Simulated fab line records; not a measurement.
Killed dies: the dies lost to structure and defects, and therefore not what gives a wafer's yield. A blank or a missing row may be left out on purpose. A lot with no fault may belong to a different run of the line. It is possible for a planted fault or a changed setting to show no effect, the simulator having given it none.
Problem report in the 8D (eight disciplines) form, filled by code / flow gf180mcu / the parts of the form that need people (team, actions taken, sign-off) are left out

1. WHAT IS WRONG
V4_CVD_00_THK at GF_V4_THK_MEAS_01 reads a mean of 905 nm on 6 wafers of 2 lots; wafers without a fault read 603 nm with a standard deviation of 7.7. That puts it +39 standard deviations away from the usual mean.
Earliest sighting: wafer L617.1 on film-metro-03 at day 30 04:10. At this step, 36 wafers from 12 lots have a number in the record. Rule for "out" (also "out of limits"): further than 4 standard deviations from the usual mean. The other wafers with a number count as sound.

2. WHAT IT IS AND WHAT IT IS NOT
question=which readings at this step | is=V4_CVD_00_THK | is not=-
question=which lots | is=L617, L619 | is not=L597, L599, L601, L603, L605, L606, L609, L610, L615, L620
question=which wafers of those lots | is=all that have a number | is not=-
question=read on which gauges | is=film-metro-02, film-metro-03 | is not=film-metro-04
question=when | is=from day 30 04:10 | is not=up to then (27 sound wafers); but 3 sound wafers of L620 came after

3. SUSPECTS, AND WHAT RULES EACH OUT
Counting: a tool stays on the suspect list if, at a process step up to the reading, it processed all lots that are out and no sound lot following the first of them.
- the gauge at GF_V4_THK_MEAS_01 is ruled out. 2 gauges (film-metro-02, film-metro-03) read the wafers that are out.
- pvd-sputter-04 at GF_M4_SPUTTER_03 (material Ti, target thk 10 nm, time 6.7 s): kept. It ran every lot that is out, first L617 (day 29 08:32), and no sound lot after that; its last sound lot up to then is L615 (day 28 13:22).
- hdpcvd-01 at GF_V4_CVD_00 (deposits SiO2, target thk 600 nm, time 100 s): kept. It ran every lot that is out, first L617 (day 30 04:06), and no sound lot after that; its last sound lot up to then is L615 (day 29 09:27). Its own sih4-flow-sccm readings are out on those wafers.
Left after counting: pvd-sputter-04 at GF_M4_SPUTTER_03, hdpcvd-01 at GF_V4_CVD_00.

4. THE CAUSE (what the simulator had put in)
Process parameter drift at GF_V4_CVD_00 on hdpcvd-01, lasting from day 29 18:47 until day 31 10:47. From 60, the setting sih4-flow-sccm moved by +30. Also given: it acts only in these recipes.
Counting left 2 suspects, and this tool is among them.

5. SEQUENCE OF EFFECTS, ordered by route
Each row: a reading where the mean over the struck wafers with a number is more than 3 standard deviations away from the usual. Scope: only readings with a usual standard deviation given in the record; hours: median across lots of the time from each lot's start at the first step in this table that gives one to its start at this step; sigmas: change in usual standard deviations.
hours=0; step=GF_V4_CVD_00; reading=sih4-flow-sccm; usual=59.98 sccm; on struck wafers=90.09; change=+30.11; sigmas=+99 or more
hours=0; step=GF_V4_THK_MEAS_01; reading=V4_CVD_00_THK; usual=603 nm; on struck wafers=905; change=+302; sigmas=+39
It contains these process steps:
- GF_V4_CVD_00: deposits SiO2, target thk 600 nm, time 100 s.
Later steps that measure or inspect, where all struck wafers having a row at the step show a number for every such reading and not one has moved that far: GF_V4_CD_MEAS_14.

6. WHAT WOULD HAVE CAUGHT IT SOONER
The first out-of-limits reading at a measuring or inspecting step in this record came at day 30 04:10, 9 hours after the fault's start at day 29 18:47.
The tool's own readings at GF_V4_CVD_00 were out on every struck wafer that the step has a row for (sih4-flow-sccm): an alarm limit on them would have fired on the first of those.
Of the lots that are out (2), L619 began GF_V4_CVD_00 on hdpcvd-01 after day 30 04:10. It would have been spared by a hold on the tool at that moment.
